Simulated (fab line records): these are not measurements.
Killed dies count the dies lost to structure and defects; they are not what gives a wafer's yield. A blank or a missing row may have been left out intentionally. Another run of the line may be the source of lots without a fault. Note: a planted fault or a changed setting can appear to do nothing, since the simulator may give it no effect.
Problem report, 8D (eight disciplines) form, completed by code / flow sky130 / the parts of the form that need people (team, actions taken, sign-off) are left out

## 1. WHAT WENT WRONG
At SKY_METAL5_SOFTBAKE_10, heater-power-total-W averages 58.10 W over 6 wafers from 2 lots, while fault-free wafers read 56.60 W, standard deviation 0.04. Relative to the usual mean, that is a shift of +37 standard deviations.
The step: time 60 s.
First observed at day 48 09:13: wafer L133.1, on litho-track-03. At this step, 36 wafers from 12 lots have a number in the record. Rule for "out" (also "out of limits"): further than 4 standard deviations from the usual mean. The rest of the wafers with a number are treated as sound.

## 2. WHAT IT IS; WHAT IT IS NOT
question=which readings at this step | is=heater-power-total-W, plate-temp-C | is not=-
question=which lots | is=L133, L135 | is not=L114, L115, L116, L119, L120, L121, L122, L123, L128, L136
question=which wafers of those lots | is=all that have a number | is not=-
question=read on which tools | is=litho-track-03 | is not=litho-track-02, litho-track-04
question=when | is=from day 48 09:13 | is not=up to then (27 sound wafers); but 3 sound wafers of L136 came after

## 3. SUSPECTS, AND WHAT RULES EACH OUT
Counting: a tool at a process step up to the reading stays a suspect if it ran every lot that is out and no sound lot after the first of them.
- pvd-sputter-02 at SKY_CAP2M_SPUTTER_02 (material TiN, target thk 200 nm, time 166.7 s): ruled out as a lasting fault. The sound lots L136 went through it after L133, its earliest lot that is out (day 45 05:13).
- litho-track-03 at SKY_METAL5_SOFTBAKE_10 (time 60 s): kept. Every lot that is out went through it, starting with L133 (day 48 09:13), and after that it ran no sound lot; the last sound lot it ran before then is L128 (day 47 10:10). Its own readings are out on those wafers: heater-power-total-W, plate-temp-C.
Left after counting: litho-track-03 at SKY_METAL5_SOFTBAKE_10.

## 4. THE CAUSE (what the simulator had put in)
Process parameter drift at SKY_METAL5_SOFTBAKE_10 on litho-track-03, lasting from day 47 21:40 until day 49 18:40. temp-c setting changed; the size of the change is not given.
Only this tool survived the counting.

## 5. SEQUENCE OF EFFECTS, ordered by route
Rows list readings where the struck wafers' mean (over those with a number) sits beyond 3 standard deviations from the usual. Only readings whose record carries a usual standard deviation are examined. hours: median over the lots of the time between each lot's start at the first step of this table that gives one and its start at this step. sigmas: the change, counted in usual standard deviations.
hours=0; step=SKY_METAL5_SOFTBAKE_10; reading=heater-power-total-W; usual=56.60 W; on struck wafers=58.10; change=+1.50; sigmas=+37
hours=0; step=SKY_METAL5_SOFTBAKE_10; reading=plate-temp-C; usual=89.98 C; on struck wafers=91.66; change=+1.68; sigmas=+12
Process steps it contains:
- SKY_METAL5_SOFTBAKE_10: time 60 s.

## 6. HOW IT WOULD HAVE BEEN CAUGHT EARLIER
First out-of-limits reading in this record: day 48 09:13, which is 12 hours after fault onset at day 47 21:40.
